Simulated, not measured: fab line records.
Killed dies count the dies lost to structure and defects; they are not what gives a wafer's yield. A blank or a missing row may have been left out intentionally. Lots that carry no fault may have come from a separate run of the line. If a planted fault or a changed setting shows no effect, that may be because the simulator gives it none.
What tool caused it? | flow gf180mcu | 21 wafers sampled from 7 lots at 1 step of a route of 602

WHAT THE GAUGES SHOWED, per wafer
GF_PSD_TW_MEAS_11.
lot  | measured     | on            | PSD_TW
L963 | day 15 11:19 | film-metro-04 | 3185 3174 3194
L966 | day 16 01:07 | film-metro-04 | 3161 3160 3153
L971 | day 17 17:09 | film-metro-04 | 3166 3173 3171
L973 | day 18 07:55 | film-metro-04 | 3155 3163 3157
L977 | day 19 19:51 | film-metro-03 | 3171 3161 3170
L982 | day 21 19:30 | film-metro-04 | 3167 3156 3168
L984 | day 22 03:56 | film-metro-03 | 3155 3184 3168

EACH LOT AND THE TOOL THAT RAN IT (in order: tool; ch and the chambers of the sampled wafers; start)
The record shows no process step preceding these readings.

THE ANSWER, worked out from the rows above alone
Rule: usual is defined by the lots themselves. Put in order of their means at a reading, lots are off if they are a third of the lots or fewer, leave a main group of 4 or more, and stand apart from it by a gap of 3 or more times the standard deviation of the main group's means; of several such gaps the widest counts. A main group whose means are all the same, to the digits that the tables above print for the reading, isn't used. A lot without any number at a reading at which 4 lots or more have one is off too. All remaining lots with rows at the step are treated as sound.
Nothing can be told from this: no lot is off at any reading shown.

WHAT HAD BEEN PUT IN BY THE SIMULATOR
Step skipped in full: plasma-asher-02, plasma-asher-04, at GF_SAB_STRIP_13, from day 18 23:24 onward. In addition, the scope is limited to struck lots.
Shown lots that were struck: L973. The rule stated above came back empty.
